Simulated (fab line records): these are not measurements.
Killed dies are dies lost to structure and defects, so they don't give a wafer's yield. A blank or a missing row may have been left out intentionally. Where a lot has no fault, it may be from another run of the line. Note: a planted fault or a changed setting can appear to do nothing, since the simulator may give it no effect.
A struck lot beside a sound one	flow sfq line	18 out of 325 route steps
Sound: wafers L385.2, L385.3, L385.4. Wafers struck: L391.1, L391.3, L391.4. Last of all comes the cause.
Per side, at each step with rows, come the tool, then ch with its chambers, and then its first start. Under that, the readings that differ: sound wafers	struck wafers	difference of the means	sigmas: that difference in standard deviations of wafers without a fault.
alike: same words and numbers on both sides, and readings whose means sit less than 2 such deviations apart. not compared: any withheld reading, any reading some wafer has no value for, any bound like >300 that may hide the same value, and any number with overlapping values for which the record gives no deviation.
A row with sigmas, a row that says differs or no value, or rows on one side alone: a step with any of these is where the two part. Numbers that have no deviation but don't overlap get no sigmas and don't part them. A reading that every wafer of one side lacks parts them only if that side has two wafers or more.

first, 2 steps without rows for these wafers: SFQ_TRILAYER_R5_LITHO_PEB_139 (peb time 60 s); SFQ_TRILAYER_R5_LITHO_DEVELOP_138 (time 60 s).
SFQ_R5_OVL_MEAS_935:
  struck on overlay-01, day 58 19:47; sound on overlay-02, day 51 04:02
  alike: R5_OVL
SFQ_TRILAYER_R5_BARC_OPEN_METAL_ETCH_177: etches BARC in O2, target depth 125 nm, time 41.7 s.
  sound on rie metal-01 ch 0,1, day 51 04:04; struck on rie metal-04 ch 0,1, day 58 19:49
  alike: drypump motor current A, he backside leak sccm, oes product au
  not compared: rf hours counter h
SFQ_TRILAYER_R5_ETCH_METAL_ETCH_139: etches the open film in Cl2, stops on SiO2, target depth 60 nm, time 40 s.
  sound on rie metal-01 ch 0,1, day 51 04:08; struck on rie metal-04 ch 0,1, day 58 19:53
reading	sound	struck	difference	sigmas
oes product au (a.u.)	0.995 0.987 0.971	1.001 0.994 1.002	+0.015	+2
  alike: drypump motor current A, he backside leak sccm
  not compared: rf hours counter h
SFQ_TRILAYER_R5_STRIP_STRIP_140: strips in O2.
  sound on rie metal-01 ch 0,1, day 51 04:11; struck on rie metal-04 ch 0,1, day 58 19:56
  alike: drypump motor current A, he backside leak sccm, oes product au
  not compared: rf hours counter h
then, 1 step without rows for these wafers: SFQ_TRILAYER_R5_STRIP_SOLV_CLEAN_141 (cleans in NMP, time 600 s).
SFQ_TRILAYER_A5C_DEP_PECVD_142: deposits SiO2 from SiH4/N2O, time 15.556 s, target thk 70 nm.
  sound on pecvd-01 ch 0,1,2, day 51 05:08; struck on pecvd-02 ch 1,2, day 58 20:53
  alike: heater power w, throttle valve pct
then, 4 steps without rows for these wafers: SFQ_TRILAYER_I5_LITHO_COAT_149 (resist thk 62 nm); SFQ_TRILAYER_I5_LITHO_COAT_144 (resist thk 650 nm); SFQ_TRILAYER_I5_LITHO_SOFTBAKE_148; SFQ_TRILAYER_I5_LITHO_EXPOSE_145 (exposes mask I5, target cd 700 nm).
SFQ_TRILAYER_I5_LITHO_PEB_147: peb time 60 s.
  sound on litho track-02 ch 0, day 52 15:34; struck on litho track-04 ch 0, day 60 03:14
reading	sound	struck	difference	sigmas
heater power total W (W)	79.27 79.01 79.23	80.07 80.10 80.16	+0.94	+15
plate temp C (C)	114.69 114.90 114.82	116.13 116.09 116.16	+1.32	+11
then, 1 step without rows for these wafers: SFQ_TRILAYER_I5_LITHO_DEVELOP_146 (time 60 s).
SFQ_I5_OVL_MEAS_936:
  struck on overlay-01, day 60 03:32; sound on overlay-02, day 52 15:50
  alike: I5_OVL
SFQ_TRILAYER_I5_BARC_OPEN_VIA_ETCH_200: etches BARC in O2, target depth 125 nm, time 41.7 s.
  sound on rie diel-04 ch 0,1,2, day 52 15:52; struck on rie diel-04 ch 0,1,3, day 60 03:34
reading	sound	struck	difference	sigmas
model.I5.cd nm (nm)	700.6 700.6 699.3	716 717 713.5	+15	
  alike: drypump motor current A, oes product au
  not compared: rf hours counter h
SFQ_TRILAYER_I5_ETCH_VIA_ETCH_147: etches the open film in CHF3, stops on Nb, target depth 360 nm.
  sound on rie diel-04 ch 0,1,2, day 52 15:55; struck on rie diel-04 ch 0,1,3, day 60 03:37
reading	sound	struck	difference	sigmas
model.I5.cd nm (nm)	695.6 698.2 699.2	712.9 713 711.4	+14.8	
  alike: drypump motor current A, oes product au
SFQ_TRILAYER_I5_STRIP_STRIP_148: strips in O2.
  sound on rie metal-04 ch 0,1, day 52 16:04; struck on rie metal-04 ch 0,1, day 60 03:46
  alike: drypump motor current A, he backside leak sccm, oes product au
  not compared: rf hours counter h

## WHERE THEY PART
At SFQ_TRILAYER_R5_ETCH_METAL_ETCH_139 first; at SFQ_TRILAYER_I5_LITHO_PEB_147 last (within this record only). Later steps at which nothing parts them and some readings are alike: SFQ_I5_OVL_MEAS_936, SFQ_TRILAYER_I5_BARC_OPEN_VIA_ETCH_200, SFQ_TRILAYER_I5_ETCH_VIA_ETCH_147, SFQ_TRILAYER_I5_STRIP_STRIP_148.

WHY: the cause the simulator had injected
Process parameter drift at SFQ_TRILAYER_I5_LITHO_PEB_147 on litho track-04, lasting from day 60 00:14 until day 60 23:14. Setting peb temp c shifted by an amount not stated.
